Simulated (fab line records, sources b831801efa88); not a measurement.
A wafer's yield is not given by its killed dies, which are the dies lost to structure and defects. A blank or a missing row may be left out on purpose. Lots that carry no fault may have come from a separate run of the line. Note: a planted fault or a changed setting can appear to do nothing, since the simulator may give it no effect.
A struck lot beside a sound one + flow sky130 + 15 out of 708 route steps
Sound: these wafers, L455.2, L455.5, L455.6. Struck: wafer L459.2 (left out: L459.1, L459.4 of the same lot, which were not struck); the cause appears at the end.
For every step that has rows: the tool of each side, followed by ch and its chambers, followed by its first start. Under that, the readings that differ: sound wafers + struck wafers + difference of the means + sigmas: that difference in standard deviations of wafers without a fault.
alike: readings whose means differ by less than 2 such deviations, and words and numbers that are the same on both sides. not compared: withheld readings, readings that some wafer has no value for, bounds like >300 that may hide the same value, and numbers for which the record gives no deviation and whose values overlap.
Wherever a step has rows on one side only, a row that says differs or no value, or a row with sigmas, the two part there. Non-overlapping numbers with no deviation appear without sigmas and do not part them. A reading missing from all wafers of one side parts the sides only when that side holds two or more wafers.

SKY_VIA1_CMP_02: polishes SiO2.
  sound on cmp-01 ch 0,3, day 36 10:17; struck on cmp-02 ch 2, day 37 07:46
| reading                 | sound             | struck | difference | sigmas |
|-------------------------|-------------------|--------|------------|--------|
| edge zone pressure frac | 1.003 1.004 1.005 | 0.994  | -0.010     | -2     |
  alike: motor current A
SKY_VIA1_BOW_MEAS_03:
  sound on film metro-03, day 36 10:36; struck on film metro-01, day 37 08:04
  alike: VIA1_BOW
then, 8 steps without rows for these wafers: SKY_VIA1_DEHYDRATE_04 (time 60 s); SKY_VIA1_HMDS_05 (prime time 60 s); SKY_VIA1_COAT_06 (resist thk 60 nm); SKY_VIA1_COAT_07 (resist thk 450 nm); SKY_VIA1_SOFTBAKE_08 (time 90 s); SKY_VIA1_EXPOSE_09 (exposes mask VIM, target cd 150 nm); SKY_VIA1_PEB_10; SKY_VIA1_DEVELOP_11 (develop time 60 s).
SKY_VIA1_CD_MEAS_12: target cd 150 nm.
  sound on cd sem-02, day 37 12:05; struck on cd sem-01, day 38 09:32
  alike: cd nm
SKY_VIA1_OVL_MEAS_13:
  sound on overlay-02, day 37 12:11; struck on overlay-02, day 38 09:39
  alike: VIA1_OVL
SKY_VIA1_ETCH_14: etches BARC in N2/H2, stops on SiO2, time 45.9 s, target depth 60 nm.
  sound on rie diel-02 ch 1,2,3, day 37 12:13; struck on rie diel-02 ch 0, day 38 09:41
| reading                                     | sound             | struck | difference | sigmas |
|---------------------------------------------|-------------------|--------|------------|--------|
| oes product au (a.u.)                       | 0.846 0.849 0.860 | 1.029  | +0.177     | +37    |
| run length s (s)                            | 73.5 74.2 73.8    | 65.8   | -8.0       | -14    |
| model.KrF-thick_of_VIA1_COAT_07.thk nm (nm) | 392.5 393.8 394.9 | 401.4  | +7.7       |        |
  alike: drypump motor current A, n2 flow sccm, throttle valve pct
  not compared: rf hours counter h
SKY_VIA1_ETCH_15: etches SiO2 in C4F8/O2/Ar, stops on TiN, target depth 351 nm, time 54 s.
  sound on rie diel-02 ch 1,2,3, day 37 12:16; struck on rie diel-02 ch 0, day 38 09:43
| reading                                     | sound             | struck | difference | sigmas |
|---------------------------------------------|-------------------|--------|------------|--------|
| model.KrF-thick_of_VIA1_COAT_07.thk nm (nm) | 321.9 323.5 326.2 | 328.7  | +4.8       |        |
  alike: oes product au, run length s
  not compared: rf hours counter h
SKY_VIA1_STRIP_16: strips in O2/N2.
  sound on plasma asher-04 ch 0,1, day 37 12:18; struck on plasma asher-03 ch 1, day 38 09:46
  alike: drypump motor current A, n2 flow sccm, oes product au, strip time to endpoint s
  not compared: rf hours counter h

## WHERE THEY PART
Last at SKY_VIA1_ETCH_14 as far as this record goes, first at SKY_VIA1_CMP_02. Later steps at which nothing parts them and some readings are alike: SKY_VIA1_ETCH_15, SKY_VIA1_STRIP_16.

WHY: what the simulator had put in
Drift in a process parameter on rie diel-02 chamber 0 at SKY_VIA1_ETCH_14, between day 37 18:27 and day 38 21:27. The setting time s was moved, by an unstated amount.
